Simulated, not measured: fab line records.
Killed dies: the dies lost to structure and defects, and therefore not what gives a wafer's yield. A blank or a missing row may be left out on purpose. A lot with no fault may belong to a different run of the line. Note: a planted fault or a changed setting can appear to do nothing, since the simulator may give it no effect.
Matching of chambers / flow gf180mcu / GF_V5_CMP_04 on cmp-02 has 4 sister chambers
The step polishes SiO2. 8 wafers are shown with their chamber, then 8 later ones without.

## EACH WAFER AND ITS CHAMBER
wafer=L557.4; chamber=2; motor-current-A (A)=11.3; head-pressure-psi (psi)=4.001
wafer=L563.3; chamber=2; motor-current-A (A)=11.4; head-pressure-psi (psi)=4.005
wafer=L563.6; chamber=1; motor-current-A (A)=11.8; head-pressure-psi (psi)=3.999
wafer=L569.5; chamber=0; motor-current-A (A)=12.7; head-pressure-psi (psi)=4.001
wafer=L571.1; chamber=3; motor-current-A (A)=12.7; head-pressure-psi (psi)=3.999
wafer=L571.2; chamber=1; motor-current-A (A)=12.8; head-pressure-psi (psi)=4.017
wafer=L571.3; chamber=0; motor-current-A (A)=12.9; head-pressure-psi (psi)=3.992
wafer=L572.1; chamber=3; motor-current-A (A)=12.2; head-pressure-psi (psi)=3.992

## WAFERS WHOSE CHAMBER IS MISSING
wafer=L572.3; motor-current-A (A)=11.1; head-pressure-psi (psi)=3.995
wafer=L572.6; motor-current-A (A)=13.0; head-pressure-psi (psi)=3.999
wafer=L575.2; motor-current-A (A)=13.0; head-pressure-psi (psi)=4.006
wafer=L575.4; motor-current-A (A)=13.0; head-pressure-psi (psi)=4.005
wafer=L575.5; motor-current-A (A)=11.8; head-pressure-psi (psi)=3.994
wafer=L576.1; motor-current-A (A)=13.4; head-pressure-psi (psi)=3.999
wafer=L576.2; motor-current-A (A)=12.9; head-pressure-psi (psi)=3.992
wafer=L576.6; motor-current-A (A)=12.1; head-pressure-psi (psi)=3.994

## CHAMBER TAKEN BY EACH
wafer=L572.3; from the rows above=2; in truth=2
wafer=L572.6; from the rows above=can't be placed: 0 or 3 or 1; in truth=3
wafer=L575.2; from the rows above=can't be placed: 0 or 1 or 3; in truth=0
wafer=L575.4; from the rows above=can't be placed: 0 or 1 or 3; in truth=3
wafer=L575.5; from the rows above=can't be placed: 2 or 3 or 1 or 0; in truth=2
wafer=L576.1; from the rows above=can't be placed: 0 or 3 or 1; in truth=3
wafer=L576.2; from the rows above=can't be placed: 0 or 3 or 1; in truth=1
wafer=L576.6; from the rows above=can't be placed: 3 or 0 or 1 or 2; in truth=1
1 of 8 placed correctly. Unplaceable from these rows: 7, with the true chamber sitting among the candidates in 7. 0 placed wrongly.
How it was worked out, from the rows above alone: a wafer's distance from a chamber is the root of the sum, over the readings, of the square of ((its reading less the chamber's mean) divided by the reading's scatter). If the next closest chamber is less than 2 further off than the closest, the wafer can't be placed; otherwise it belongs to the closest. For every chamber, the mean is computed from those of its wafers that are shown. The scatter: the root of (the sum of the squares of (reading less its chamber's mean) over the shown wafers, divided by (wafers less chambers)).
